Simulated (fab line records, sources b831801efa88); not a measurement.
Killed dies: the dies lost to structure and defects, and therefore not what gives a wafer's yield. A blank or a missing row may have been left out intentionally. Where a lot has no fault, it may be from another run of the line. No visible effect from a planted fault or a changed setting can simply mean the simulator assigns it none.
Commonality check across tools || flow gf180mcu || Sampled: 12 lots, 36 wafers

== WHY IT WAS OPENED ==
GF_MVPSD_TW_MEAS_11, reading MVPSD_TW: flagged on 2 of 12 lots. No-fault wafers: 556, standard deviation 6.6.
Rule: flag the lot when none of its wafers has a number, or when each of its wafers that has one lies beyond 4 standard deviations from that mean. The rest of the lots are taken to be sound.

{"lot": "L221", "measured": "day 5 01:34", "on": "filmMetro-03", "MVPSD_TW, wafer by wafer": "545 542 548", "flag": ""}
{"lot": "L222", "measured": "day 5 06:01", "on": "filmMetro-01", "MVPSD_TW, wafer by wafer": "562 560 561", "flag": ""}
{"lot": "L224", "measured": "day 5 18:09", "on": "filmMetro-04", "MVPSD_TW, wafer by wafer": "553 553 553", "flag": ""}
{"lot": "L226", "measured": "day 6 06:10", "on": "filmMetro-01", "MVPSD_TW, wafer by wafer": "568 568 565", "flag": ""}
{"lot": "L227", "measured": "day 6 13:24", "on": "filmMetro-04", "MVPSD_TW, wafer by wafer": "553 552 554", "flag": ""}
{"lot": "L230", "measured": "day 7 06:40", "on": "filmMetro-01", "MVPSD_TW, wafer by wafer": "563 563 563", "flag": ""}
{"lot": "L231", "measured": "day 7 12:10", "on": "filmMetro-03", "MVPSD_TW, wafer by wafer": "549 549 552", "flag": ""}
{"lot": "L232", "measured": "day 7 20:13", "on": "filmMetro-04", "MVPSD_TW, wafer by wafer": "551 551 550", "flag": ""}
{"lot": "L233", "measured": "day 8 00:10", "on": "filmMetro-01", "MVPSD_TW, wafer by wafer": "563 561 562", "flag": ""}
{"lot": "L236", "measured": "day 8 18:10", "on": "filmMetro-04", "MVPSD_TW, wafer by wafer": "549 551 552", "flag": ""}
{"lot": "L241", "measured": "day 10 00:10", "on": "filmMetro-03", "MVPSD_TW, wafer by wafer": "356 353 355", "flag": "FLAGGED"}
{"lot": "L242", "measured": "day 10 06:28", "on": "filmMetro-04", "MVPSD_TW, wafer by wafer": "361 361 358", "flag": "FLAGGED"}
Average over the flagged lots: 357; offset from the usual -199, equal to -30 standard deviations.

== EACH LOT AND THE TOOL IT RAN ON ==
2 process steps preceding the reading are held in the record, out of 602 steps in the route. Cell contents, in order: the tool; ch with the chambers the sampled wafers went through; the start.
{"lot": "L221", "flag": "", "GF_NWELL_STRIP_10": "plasmaAsher-04 ch 0,1, day 3 07:53", "GF_MVPSD_IMPLANT_08": "implanter-04 ch 0, day 5 01:10"}
{"lot": "L222", "flag": "", "GF_NWELL_STRIP_10": "plasmaAsher-01 ch 0,1, day 3 13:02", "GF_MVPSD_IMPLANT_08": "implanter-04 ch 0, day 5 05:37"}
{"lot": "L224", "flag": "", "GF_NWELL_STRIP_10": "plasmaAsher-04 ch 0,1, day 3 23:13", "GF_MVPSD_IMPLANT_08": "implanter-01 ch 0, day 5 17:45"}
{"lot": "L226", "flag": "", "GF_NWELL_STRIP_10": "plasmaAsher-04 ch 0,1, day 4 10:40", "GF_MVPSD_IMPLANT_08": "implanter-01 ch 0, day 6 05:47"}
{"lot": "L227", "flag": "", "GF_NWELL_STRIP_10": "plasmaAsher-04 ch 0,1, day 4 17:08", "GF_MVPSD_IMPLANT_08": "implanter-01 ch 0, day 6 13:00"}
{"lot": "L230", "flag": "", "GF_NWELL_STRIP_10": "plasmaAsher-03 ch 0,1, day 5 08:58", "GF_MVPSD_IMPLANT_08": "implanter-04 ch 0, day 7 06:16"}
{"lot": "L231", "flag": "", "GF_NWELL_STRIP_10": "plasmaAsher-01 ch 0,1, day 5 13:41", "GF_MVPSD_IMPLANT_08": "implanter-04 ch 0, day 7 11:47"}
{"lot": "L232", "flag": "", "GF_NWELL_STRIP_10": "plasmaAsher-04 ch 0,1, day 5 21:28", "GF_MVPSD_IMPLANT_08": "implanter-01 ch 0, day 7 19:50"}
{"lot": "L233", "flag": "", "GF_NWELL_STRIP_10": "plasmaAsher-03 ch 0,1, day 5 23:54", "GF_MVPSD_IMPLANT_08": "implanter-03 ch 0, day 7 23:48"}
{"lot": "L236", "flag": "", "GF_NWELL_STRIP_10": "plasmaAsher-04 ch 0,1, day 6 17:19", "GF_MVPSD_IMPLANT_08": "implanter-01 ch 0, day 8 17:46"}
{"lot": "L241", "flag": "FLAGGED", "GF_NWELL_STRIP_10": "plasmaAsher-03 ch 0,1, day 7 20:28", "GF_MVPSD_IMPLANT_08": "implanter-01 ch 0, day 9 23:46"}
{"lot": "L242", "flag": "FLAGGED", "GF_NWELL_STRIP_10": "plasmaAsher-03 ch 0,1, day 8 02:40", "GF_MVPSD_IMPLANT_08": "implanter-01 ch 0, day 10 06:04"}
These steps, and what they do:
- GF_NWELL_STRIP_10: strips in O2/N2.
- GF_MVPSD_IMPLANT_08
- GF_MVPSD_TW_MEAS_11

== FLAGGED AGAINST TOTAL, ONE TOOL AT A TIME (gauges that did the reading follow at the end) ==
{"step": "GF_NWELL_STRIP_10", "tool": "plasmaAsher-01", "lots run": 2, "flagged": 0, "share of the flagged lots": "none", "sound lots run after its first flagged lot": "-"}
{"step": "GF_NWELL_STRIP_10", "tool": "plasmaAsher-03", "lots run": 4, "flagged": 2, "share of the flagged lots": "all", "sound lots run after its first flagged lot": 0}
{"step": "GF_NWELL_STRIP_10", "tool": "plasmaAsher-04", "lots run": 6, "flagged": 0, "share of the flagged lots": "none", "sound lots run after its first flagged lot": "-"}
{"step": "GF_MVPSD_IMPLANT_08", "tool": "implanter-01", "lots run": 7, "flagged": 2, "share of the flagged lots": "all", "sound lots run after its first flagged lot": 0}
{"step": "GF_MVPSD_IMPLANT_08", "tool": "implanter-03", "lots run": 1, "flagged": 0, "share of the flagged lots": "none", "sound lots run after its first flagged lot": "-"}
{"step": "GF_MVPSD_IMPLANT_08", "tool": "implanter-04", "lots run": 4, "flagged": 0, "share of the flagged lots": "none", "sound lots run after its first flagged lot": "-"}
{"step": "GF_MVPSD_TW_MEAS_11", "tool": "filmMetro-01", "lots run": 4, "flagged": 0, "share of the flagged lots": "none", "sound lots run after its first flagged lot": "-"}
{"step": "GF_MVPSD_TW_MEAS_11", "tool": "filmMetro-03", "lots run": 3, "flagged": 1, "share of the flagged lots": "some", "sound lots run after its first flagged lot": 0}
{"step": "GF_MVPSD_TW_MEAS_11", "tool": "filmMetro-04", "lots run": 5, "flagged": 1, "share of the flagged lots": "some", "sound lots run after its first flagged lot": 0}

== WHAT THE TABLE PERMITS ==
Every flagged lot went through 2 rows of the table: plasmaAsher-03 at GF_NWELL_STRIP_10 and implanter-01 at GF_MVPSD_IMPLANT_08.
- plasmaAsher-03 at GF_NWELL_STRIP_10 ran 4 lots, 2 of them flagged. Last sound lot L233 at day 5 23:54, first flagged lot L241 at day 7 20:28; a fault beginning in between fits.
- implanter-01 at GF_MVPSD_IMPLANT_08 ran 7 lots, 2 of them flagged. Last sound lot L236 at day 8 17:46, first flagged lot L241 at day 9 23:46; a fault beginning in between fits. Its own readings lie more than 4 standard deviations out on every wafer of the flagged lots: doseIonsCm2, faradayCurrentUA.
These 2 tools cannot be told apart by counting lots, since each of them fits a fault that started at some hour. More lots, or a look at what each step does to the wafer, might.

== WHAT THE SIMULATOR HAD PUT IN ==
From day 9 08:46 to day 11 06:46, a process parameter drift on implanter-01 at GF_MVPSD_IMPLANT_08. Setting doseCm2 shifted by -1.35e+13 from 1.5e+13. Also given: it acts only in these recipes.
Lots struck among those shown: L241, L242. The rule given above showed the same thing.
